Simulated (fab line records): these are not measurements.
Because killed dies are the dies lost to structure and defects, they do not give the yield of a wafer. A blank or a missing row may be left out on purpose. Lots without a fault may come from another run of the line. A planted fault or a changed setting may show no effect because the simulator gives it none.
The tool behind it: which one? + flow sky130 + 12 lots (35 wafers sampled), 1 step of a 708-step route

## WHAT EACH GAUGE READ, for each wafer
SKY_CAP2M_THK_MEAS_04: measures by xrf.
| lot  | measured     | on            | CAP2M_TIN_THK (nm) |
|------|--------------|---------------|--------------------|
| L108 | day 40 04:43 | film metro-01 | 199.1 204.3 203.8  |
| L112 | day 41 09:16 | film metro-01 | 203.7 200.5 199.3  |
| L110 | day 41 09:37 | film metro-04 | 200.3 199.3 197.8  |
| L111 | day 41 12:31 | film metro-04 | 201.6 200.4 200.5  |
| L114 | day 42 00:41 | film metro-01 | 200.6 201.8 202.4  |
| L115 | day 42 05:10 | film metro-02 | 203.0 205.9 200.2  |
| L116 | day 42 12:52 | film metro-02 | 204.0 203.2 205.6  |
| L123 | day 44 09:33 | film metro-01 | 200.4 203.1        |
| L125 | day 44 18:55 | film metro-01 | 204.6 206.5 205.2  |
| L126 | day 44 23:13 | film metro-02 | 207.4 203.1 203.6  |
| L127 | day 45 13:58 | film metro-04 | 200.0 199.7 202.9  |
| L128 | day 45 22:26 | film metro-02 | 208.0 206.2 207.9  |

## EACH LOT AND THE TOOL THAT RAN IT (in order: tool; ch and the chambers of the sampled wafers; start)
No process step before these readings appears in the record.

## AS READ BY THE TOOLS THEMSELVES (means over the sampled wafers that have a number; for cases with no such wafer, the mark the record gives instead)
The record holds no such reading with a usual standard deviation.

## THE ANSWER, worked out from the rows above alone
Rule: the usual values come from the lots themselves. The widest of any qualifying gaps counts: lots, ordered by their means at a reading, are off when they make up no more than a third of the lots, leave a main group of 4 or more, and stand apart from it by 3 or more times the standard deviation of that group's means. If all means in a main group match to the digits the tables above print for the reading, that group is not used. Also off: a lot with no number at a reading for which 4 or more lots have one. All remaining lots with rows at the step are treated as sound. The gauges are gone through in route order, then the tools' own readings, and for those a lot's mean is taken as printed above. The first step at which some lot is off is used, and at that step the reading that is off furthest; a lot without a number counts as furthest.
Nothing can be told from this: no lot is off at any reading shown.

## WHAT WAS PUT IN BY THE SIMULATOR
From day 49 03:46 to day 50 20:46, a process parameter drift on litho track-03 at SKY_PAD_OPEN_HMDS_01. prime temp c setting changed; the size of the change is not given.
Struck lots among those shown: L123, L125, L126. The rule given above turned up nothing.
